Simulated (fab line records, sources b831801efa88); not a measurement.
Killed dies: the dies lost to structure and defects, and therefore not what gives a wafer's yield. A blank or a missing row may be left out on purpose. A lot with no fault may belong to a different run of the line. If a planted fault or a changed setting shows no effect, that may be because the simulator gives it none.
Matching of chambers -- flow gf180mcu -- GF_V4_CVD_02 on pecvd-03: 3 sister chambers
The step deposits SiO2 from TEOS, target thk 850 nm, time 94.851 s. 6 wafers are shown with their chamber, then 10 later ones without.

== WAFERS WITH THEIR CHAMBER ==
wafer,chamber,heater-power-w (W)
L078.5,1,654
L079.3,1,543
L080.4,0,567
L083.2,0,593
L084.3,2,585
L084.4,2,608

== WAFERS WHOSE CHAMBER IS MISSING ==
wafer,heater-power-w (W)
L084.6,527
L086.2,512
L086.5,568
L086.6,556
L093.1,532
L093.2,483
L093.6,546
L096.1,561
L096.3,606
L096.4,618

== WHICH CHAMBER EACH WENT THROUGH ==
wafer,from the rows above,in truth
L084.6,can't be placed: 0 or 2 or 1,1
L086.2,can't be placed: 0 or 2 or 1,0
L086.5,can't be placed: 0 or 2 or 1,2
L086.6,can't be placed: 0 or 2 or 1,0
L093.1,can't be placed: 0 or 2 or 1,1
L093.2,can't be placed: 0 or 2 or 1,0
L093.6,can't be placed: 0 or 2 or 1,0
L096.1,can't be placed: 0 or 2 or 1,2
L096.3,can't be placed: 1 or 2 or 0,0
L096.4,can't be placed: 1 or 2 or 0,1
Placed correctly: 0 of 10. Not placeable from these rows: 10 (in 10, the candidates include the true chamber). 0 placed wrongly.
How it was worked out, from the rows above alone: a wafer's distance from a chamber is the root of the sum, over the readings, of the square of ((its reading less the chamber's mean) divided by the reading's scatter). The wafer belongs to the nearest chamber; if the next one is less than 2 further off, it can't be placed. For every chamber, the mean is computed from those of its wafers that are shown. The scatter: the root of (the sum of the squares of (reading less its chamber's mean) over the shown wafers, divided by (wafers less chambers)).
